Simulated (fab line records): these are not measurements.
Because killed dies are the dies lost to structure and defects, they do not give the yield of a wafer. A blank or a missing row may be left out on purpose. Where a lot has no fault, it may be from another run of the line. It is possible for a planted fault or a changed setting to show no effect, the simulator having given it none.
2 desks, one fault :: flow gf180mcu :: only its own numbers are on each desk; what lay behind them is given at the end

== METROLOGY DESK ==
Lot by lot, what the gauges showed, no matter which tool ran the lot: averages of those sampled wafers that carry a number. Marked OUT: a lot whose mean sits more than 4 standard deviations from the usual mean, which makes it out of limits; the brackets give that distance.
Columns: A = VT_IMPLANT_TW at GF_VT_IMPLANT_TW_MEAS_10, usual 566; B = HV_LDD_CVD_54_THK at GF_HV_LDD_THK_MEAS_55, usual 10.00 nm; C = CONTACT_BOW at GF_CONTACT_BOW_MEAS_05, usual 66 um; D = cd_nm at GF_CONTACT_CD_MEAS_14, usual 220.1 nm
lot: L263
first seen here: day 5 15:54
A: 573
B: 10.10
C: 62
D: 222.1

lot: L264
first seen here: day 5 21:13
A: 563
B: 9.96
C: 74
D: 217.9

lot: L265
first seen here: day 6 04:00
A: 565
B: 10.05
C: 70
D: 221.8

lot: L266
first seen here: day 6 09:24
A: 567
B: 9.80
C: 62
D: 221.1

lot: L267
first seen here: day 6 15:51
A: 561
B: 9.88
C: 66
D: 220.0

lot: L270
first seen here: day 7 10:43
A: 566
B: 10.00
C: 69
D: 220.0

lot: L273
first seen here: day 8 11:45
A: 565
B: 9.74
C: 67
D: 220.9

lot: L274
first seen here: day 8 13:06
A: 566
B: 10.11
C: 64
D: 219.9

lot: L276
first seen here: day 9 00:30
A: 569
B: 9.95
C: 67
D: 221.4

lot: L279
first seen here: day 9 18:42
A: 571
B: 10.15
C: 69
D: 219.6

lot: L282
first seen here: day 10 11:52
A: 567
B: 10.19
C: 60
D: 219.7

lot: L284
first seen here: day 11 02:11
A: 555
B: 9.94
C: 67
D: 218.5

lot: L285
first seen here: day 11 06:10
A: 552 (-4.3) OUT
B: 9.90
C: 63
D: 219.9

lot: L286
first seen here: day 11 18:03
A: 552 (-4.4) OUT
B: 9.94
C: 64
D: 222.5
This desk's finding: out of limits on L285, L286; first on L285, day 11 06:10 (VT_IMPLANT_TW at GF_VT_IMPLANT_TW_MEAS_10). In limits: L263, L264, L265, L266, L267, L270, L273, L274, L276, L279, L282, L284.

== AT THE TOOL OWNER'S DESK: implanter-04 ==
The tool's own readings at GF_VT_IMPLANT_IMPLANT_08, given as means over the sampled wafers that have a number, one for each lot that went through this tool. Marked OUT: a lot whose mean sits more than 4 standard deviations from the usual mean, which makes it out of limits; the brackets give that distance.
Columns: A = dose_ions_cm2 at GF_VT_IMPLANT_IMPLANT_08, usual 8.291e+12; B = faraday_current_uA at GF_VT_IMPLANT_IMPLANT_08, usual 46.8
lot: L264
first seen here: day 5 20:59
A: 8.290e+12
B: 46.5

lot: L265
first seen here: day 6 03:45
A: 8.294e+12
B: 47.0

lot: L266
first seen here: day 6 09:09
A: 8.285e+12
B: 47.2

lot: L273
first seen here: day 8 11:30
A: 8.286e+12
B: 46.4

lot: L276
first seen here: day 9 00:15
A: 8.294e+12
B: 47.1

lot: L279
first seen here: day 9 18:27
A: 8.284e+12
B: 47.2

lot: L282
first seen here: day 10 11:38
A: 8.289e+12
B: 47.0

lot: L284
first seen here: day 11 01:58
A: 7.595e+12 (-90) OUT
B: 42.2 (-4.8) OUT

lot: L285
first seen here: day 11 05:55
A: 7.606e+12 (-89) OUT
B: 43.2

lot: L286
first seen here: day 11 17:48
A: 7.602e+12 (-89) OUT
B: 43.2
This desk's verdict: out of limits on L284, L285, L286, starting with L284 at day 11 01:58 (dose_ions_cm2 at GF_VT_IMPLANT_IMPLANT_08). In limits: L264, L265, L266, L273, L276, L279, L282.

== BROUGHT TOGETHER ==
The tool owner's desk could have raised an alarm at day 11 01:58, on L284, L285, L286.
Metrology desk: alarm possible at day 11 06:10 on L285, L286.
The metrology desk has L284 on record, within its limits.
All the named lots went through GF_VT_IMPLANT_IMPLANT_08 on implanter-04.

== WHAT THE SIMULATOR PUT IN ==
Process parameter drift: implanter-04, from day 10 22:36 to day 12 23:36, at GF_VT_IMPLANT_IMPLANT_08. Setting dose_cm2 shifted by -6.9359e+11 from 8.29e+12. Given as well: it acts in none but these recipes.
Struck lots among those shown: L284, L285, L286.
Fault start to first reading out of limits, in hours, per desk: tool owner, 3; metrology, 8.
